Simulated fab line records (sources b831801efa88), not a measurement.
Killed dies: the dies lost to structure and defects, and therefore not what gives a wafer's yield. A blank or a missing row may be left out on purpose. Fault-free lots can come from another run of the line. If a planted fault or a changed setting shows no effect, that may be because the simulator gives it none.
A struck lot beside a sound one -- flow sky130 -- 35 out of 708 route steps
Sound: the wafers L143.2, L143.5, L143.6. Struck: wafer L153.1 (L153.4, L153.5, from the same lot, were not struck and are left out); the cause is given at the end.
Each step with rows lists, per side, the tool, then ch with its chambers, then its first start. Under that, the readings that differ: sound wafers -- struck wafers -- difference of the means -- sigmas: that difference in standard deviations of wafers without a fault.
alike: readings with means less than 2 such deviations apart, plus words and numbers identical on both sides. not compared: withheld readings, readings lacking a value on some wafer, bounds such as >300 that could conceal the same value, and numbers that have no deviation in the record and whose values overlap.
Wherever a step has rows on one side only, a row that says differs or no value, or a row with sigmas, the two part there. Numbers that don't overlap but have no deviation are shown without sigmas and don't part them. A reading missing from all wafers of one side parts the sides only when that side holds two or more wafers.

first, 5 steps without rows for these wafers: SKY_METAL5_SOFTBAKE_10 (time 60 s); SKY_METAL5_EXPOSE_11 (exposes mask MM5, target cd 1600 nm); SKY_METAL5_PEB_12; SKY_METAL5_DEVELOP_13 (develop time 60 s); SKY_METAL5_DESCUM_14 (chemistry O2, time 11 s).
SKY_METAL5_METAL_ETCH_15: etches the open film in Cl2/BCl3, stops on SiO2, target depth 1260 nm, time 252 s.
  sound on rieMetal-03 ch 0,1, day 44 11:13; struck on rieMetal-01 ch 0, day 47 01:50
reading,sound,struck,difference,sigmas
drypumpMotorCurrentA (A),4.9 4.9 5.5,6.2,+1.1,+2
oesProductAu (a.u.),0.890 0.896 0.894,0.882,-0.011,-2
  alike: heBacksideLeakSccm, throttleValvePct
  not compared: rfHoursCounterH
SKY_METAL5_STRIP_16: strips in O2/N2.
  sound on plasmaAsher-02 ch 0,1, day 44 11:26; struck on plasmaAsher-03 ch 1, day 47 02:04
  alike: drypumpMotorCurrentA, oesProductAu, stripTimeToEndpointS
  not compared: rfHoursCounterH
then, 3 steps without rows for these wafers: SKY_METAL5_STRIP_17 (strips in post etch residue remover, time 1200 s); SKY_METAL5_CLEAN_18 (cleans in IPA, time 180 s); SKY_METAL5_CLEAN_19 (cleans in O3/DIW).
SKY_PASSIVATION_CVD_00: deposits SiO2, target thk 90 nm.
  sound on pecvd-03 ch 0,1,2, day 44 12:05; struck on pecvd-01 ch 2, day 47 02:41
  alike: heaterPowerW
SKY_PASSIVATION_THK_MEAS_01:
  sound on filmMetro-02, day 44 12:07; struck on filmMetro-03, day 47 02:42
reading,sound,struck,difference,sigmas
PASSIVATION_CVD_00_THK (nm),89.7 89.4 91.1,87.7,-2.4,-2
SKY_PASSIVATION_CVD_02: deposits Si3N4, target thk 540 nm.
  sound on pecvd-01 ch 1,2, day 44 12:10; struck on pecvd-04 ch 2, day 47 02:46
reading,sound,struck,difference,sigmas
model.Si3N4_of_PASSIVATION_CVD_02.thkNm (nm),532.8 536.5 536,567.3,+32.2,
  alike: heaterPowerW
SKY_PASSIVATION_THK_MEAS_03:
  sound on filmMetro-01, day 44 12:23; struck on filmMetro-01, day 47 02:59
reading,sound,struck,difference,sigmas
PASSIVATION_CVD_02_THK (nm),533 536 536,568,+33,+5
then, 7 steps without rows for these wafers: SKY_PASSIVATION_DEHYDRATE_04 (time 60 s); SKY_PASSIVATION_HMDS_05 (prime time 60 s); SKY_PASSIVATION_COAT_06 (resist thk 3000 nm); SKY_PASSIVATION_SOFTBAKE_07; SKY_PASSIVATION_EXPOSE_08 (exposes mask NSM, target cd 3000 nm); SKY_PASSIVATION_PEB_09; SKY_PASSIVATION_DEVELOP_10 (develop time 60 s).
SKY_PASSIVATION_ETCH_11: etches the open film in CF4/O2, stops on AlCu, target depth 725 nm, time 161.1 s.
  sound on rieDiel-04 ch 0,2,3, day 45 10:07; struck on rieDiel-01 ch 1, day 47 22:37
reading,sound,struck,difference,sigmas
model.etch.depthNm (nm),697.4 701.3 701.7,724.7,+24.6,
model.PASSIVATION.featureDepthNm (nm),697.4 701.3 701.7,724.7,+24.6,
  alike: drypumpMotorCurrentA, oesProductAu, throttleValvePct
  not compared: rfHoursCounterH
SKY_PASSIVATION_STRIP_12: strips in O2/N2.
  sound on plasmaAsher-04 ch 0,1, day 45 10:14; struck on plasmaAsher-01 ch 0, day 47 22:43
reading,sound,struck,difference,sigmas
oesProductAu (a.u.),0.655 0.664 0.648,0.666,+0.010,+2
  alike: drypumpMotorCurrentA, stripTimeToEndpointS
  not compared: rfHoursCounterH
then, 7 steps without rows for these wafers: SKY_PAD_OPEN_DEHYDRATE_00 (time 60 s); SKY_PAD_OPEN_HMDS_01 (prime time 60 s); SKY_PAD_OPEN_COAT_02 (resist thk 3000 nm); SKY_PAD_OPEN_SOFTBAKE_03; SKY_PAD_OPEN_EXPOSE_04 (exposes mask PDM, target cd 60000 nm); SKY_PAD_OPEN_PEB_05; SKY_PAD_OPEN_DEVELOP_06 (develop time 60 s).
SKY_PAD_OPEN_ETCH_07: etches the open film in CF4/O2, stops on AlCu, target depth 725 nm, time 161.1 s.
  sound on rieDiel-02 ch 0,1,3, day 46 07:01; struck on rieDiel-02 ch 2, day 48 16:22
reading,sound,struck,difference,sigmas
drypumpMotorCurrentA (A),6.0 6.3 6.4,5.4,-0.8,-2
model.etch.depthNm (nm),697.4 701.3 701.7,722.6,+22.5,
model.PAD_OPEN.featureDepthNm (nm),697.4 701.3 701.7,722.6,+22.5,
  alike: oesProductAu, throttleValvePct
  not compared: rfHoursCounterH
SKY_PAD_OPEN_STRIP_08: strips in O2/N2.
  sound on plasmaAsher-01 ch 0,1, day 46 07:07; struck on plasmaAsher-02 ch 1, day 48 16:29
reading,sound,struck,difference,sigmas
drypumpMotorCurrentA (A),4.82 4.80 5.45,5.77,+0.75,+3
stripTimeToEndpointS (s),37.17 37.27 37.23,36.89,-0.33,-3
  alike: oesProductAu
  not compared: rfHoursCounterH
SKY_PAD_OPEN_STRIP_09: strips in post etch residue remover, time 1200 s.
  sound on wetBench-03 ch 1, day 46 07:13; struck on wetBench-03 ch 2, day 48 16:35
reading,sound,struck,difference,sigmas
model.Si3N4_of_PASSIVATION_CVD_02.thkNm (nm),532.5 536.2 535.6,566.9,+32.1,
  alike: tempC
then, 1 step without rows for these wafers: SKY_PAD_OPEN_CLEAN_10 (cleans in IPA, time 180 s).
SKY_PAD_OPEN_PROBE_99:
  sound on prober-02, day 46 09:23; struck on prober-01, day 48 18:42
reading,sound,struck,difference,sigmas
killedAtFrontEnd,15 17 14,28,+13,+2
killedOnRim,16 19 19,26,+8,+2
  alike: defectLimitedYield, killed_at_M0_to_M3, killed_at_M4_up, killedAtContacts, killedAtOther, killedDies, killedOpen, killedShort, sort_bin_3_pad_short, sort_bin_5_function, sort_bin_6_memory, sortNPass, sortYieldPct

== WHERE THEY PART ==
Earliest at SKY_METAL5_METAL_ETCH_15; latest, in this record, at SKY_PAD_OPEN_PROBE_99.

WHY: the cause the simulator had injected
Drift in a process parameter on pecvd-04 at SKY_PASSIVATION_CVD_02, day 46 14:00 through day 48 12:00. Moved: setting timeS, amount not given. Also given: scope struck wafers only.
